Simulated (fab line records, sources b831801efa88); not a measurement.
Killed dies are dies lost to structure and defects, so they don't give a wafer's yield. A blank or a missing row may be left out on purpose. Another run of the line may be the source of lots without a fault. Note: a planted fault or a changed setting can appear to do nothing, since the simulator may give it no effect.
Comparing a struck lot with a sound one / flow gf180mcu / 14 out of 602 route steps
Sound: the wafers L953.2, L953.5, L953.6. The struck wafers were L951.3, L951.4, L951.6. The cause is named last.
Per side, at each step with rows, come the tool, then ch with its chambers, and then its first start. Under that, the readings that differ: sound wafers / struck wafers / difference of the means / sigmas: that difference in standard deviations of wafers without a fault.
alike: readings with means less than 2 such deviations apart, plus words and numbers identical on both sides. not compared: withheld readings, readings lacking a value on some wafer, bounds such as >300 that could conceal the same value, and numbers that have no deviation in the record and whose values overlap.
A row with sigmas, a row that says differs or no value, or rows on one side alone: a step with any of these is where the two part. Non-overlapping numbers with no deviation appear without sigmas and do not part them. A reading missing from all wafers of one side parts the sides only when that side holds two or more wafers.

first, 3 steps without rows for these wafers: GF_HV_LDD_EXPOSE_04 (exposes mask Nplus LV AREA, target cd 400 nm); GF_HV_LDD_PEB_05; GF_HV_LDD_DEVELOP_06 (develop time 57.53 s).
GF_HV_LDD_CD_MEAS_07 targets a cd of 400 nm.
  sound on cd_sem-01, day 12 12:53; struck on cd_sem-01, day 11 13:24
  alike: cd_nm
GF_HV_LDD_OVL_MEAS_08:
  sound on overlay-02, day 12 12:59; struck on overlay-01, day 11 13:30
  alike: HV_LDD_OVL
following that, these wafers have no rows for 1 step: GF_HV_LDD_IMPLANT_09.
GF_HV_LDD_STRIP_10: strips in O2/N2.
  sound on plasma_asher-03 ch 0,1, day 12 13:10; struck on plasma_asher-04 ch 0,1, day 11 13:42
reading=strip_time_to_endpoint_s (s); sound=12.64 12.64 12.62; struck=12.69 12.73 12.69; difference=+0.07; sigmas=+2
  alike: drypump_motor_current_A, heater_power_w, oes_product_au
  not compared: rf_hours_counter_h
GF_HV_LDD_TW_MEAS_11:
  sound on film_metro-03, day 12 13:16; struck on film_metro-01, day 11 13:47
  alike: HV_LDD_TW
then, 4 steps without rows for these wafers: GF_HV_LDD_DEHYDRATE_12 (time 60 s); GF_HV_LDD_HMDS_13 (prime time 60 s); GF_HV_LDD_COAT_14 (resist thk 1000 nm); GF_HV_LDD_SOFTBAKE_15 (time 60 s).
GF_HV_LDD_EXPOSE_16: exposes mask Pplus LV AREA, target cd 400 nm.
  struck on iline_stepper-02, day 11 22:56; sound on iline_stepper-01 ch 0, day 12 22:51
  no value came back on the struck wafers for exposure_dose_mJ_cm2, focus_offset_nm (nm); on the sound wafers exposure_dose_mJ_cm2 reads 139.94 140.05 140.02
reading=model.HV_LDD.overlay_x_nm (nm); sound=-1.361 -1.361 -1.361; struck=-0.649 -0.649 -0.649; difference=+0.712; sigmas=
reading=model.HV_LDD.overlay_y_nm (nm); sound=-0.2032 -0.2032 -0.2032; struck=-0.4054 -0.4054 -0.4054; difference=-0.2022; sigmas=
  alike: mask
following that, these wafers have no rows for 1 step: GF_HV_LDD_PEB_17.

== WHERE THEY PART ==
At GF_HV_LDD_STRIP_10 first; at GF_HV_LDD_EXPOSE_16 last (within this record only).

WHY: what had been put in by the simulator
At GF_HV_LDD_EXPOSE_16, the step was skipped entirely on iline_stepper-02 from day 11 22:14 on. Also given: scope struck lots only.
